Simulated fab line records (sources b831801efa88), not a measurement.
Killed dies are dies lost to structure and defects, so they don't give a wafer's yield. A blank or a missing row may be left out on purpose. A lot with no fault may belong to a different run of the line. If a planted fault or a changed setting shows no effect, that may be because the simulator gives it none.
Chamber matching || flow gf180mcu || pecvd-02 running GF_V1_CVD_02: 3 sister chambers
The step deposits SiO2 from TEOS, target thk 850 nm, time 94.851 s. 3 wafers are shown with their chamber, then 11 later ones without.

== WAFERS PAIRED WITH THEIR CHAMBERS ==
{"wafer": "L085.4", "chamber": 1, "heater_power_w (W)": 737}
{"wafer": "L085.6", "chamber": 0, "heater_power_w (W)": 562}
{"wafer": "L089.2", "chamber": 2, "heater_power_w (W)": 504}

== WAFERS MISSING THEIR CHAMBER ==
{"wafer": "L089.3", "heater_power_w (W)": 657}
{"wafer": "L089.5", "heater_power_w (W)": 394}
{"wafer": "L092.1", "heater_power_w (W)": 596}
{"wafer": "L092.2", "heater_power_w (W)": 770}
{"wafer": "L092.5", "heater_power_w (W)": 617}
{"wafer": "L094.1", "heater_power_w (W)": 431}
{"wafer": "L094.2", "heater_power_w (W)": 714}
{"wafer": "L094.3", "heater_power_w (W)": 525}
{"wafer": "L094.4", "heater_power_w (W)": 469}
{"wafer": "L094.5", "heater_power_w (W)": 580}
{"wafer": "L094.6", "heater_power_w (W)": 750}

== THE CHAMBER EACH PASSED THROUGH ==
{"wafer": "L089.3", "from the rows above": "can't be placed: 1 or 0 or 2", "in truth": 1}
{"wafer": "L089.5", "from the rows above": "can't be placed: 2 or 0", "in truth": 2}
{"wafer": "L092.1", "from the rows above": "can't be placed: 0 or 2 or 1", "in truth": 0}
{"wafer": "L092.2", "from the rows above": 1, "in truth": 1}
{"wafer": "L092.5", "from the rows above": "can't be placed: 0 or 2 or 1", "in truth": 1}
{"wafer": "L094.1", "from the rows above": "can't be placed: 2 or 0", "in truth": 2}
{"wafer": "L094.2", "from the rows above": 1, "in truth": 1}
{"wafer": "L094.3", "from the rows above": "can't be placed: 2 or 0", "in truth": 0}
{"wafer": "L094.4", "from the rows above": "can't be placed: 2 or 0", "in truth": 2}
{"wafer": "L094.5", "from the rows above": "can't be placed: 0 or 2", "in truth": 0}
{"wafer": "L094.6", "from the rows above": 1, "in truth": 1}
3 of 11 placed correctly. Not placeable from these rows: 8 (in 8, the candidates include the true chamber). Wrongly placed: 0.
How it was worked out, from the rows above alone: a wafer's distance from a chamber is the root of the sum, over the readings, of the square of ((its reading less the chamber's mean) divided by the reading's scatter). If the next closest chamber is less than 2 further off than the closest, the wafer can't be placed; otherwise it belongs to the closest. The mean given for a chamber averages the wafers shown for that chamber. The scatter: with one shown wafer a chamber, the root of the mean of the squares of how far each hidden wafer lies from its nearest shown one.
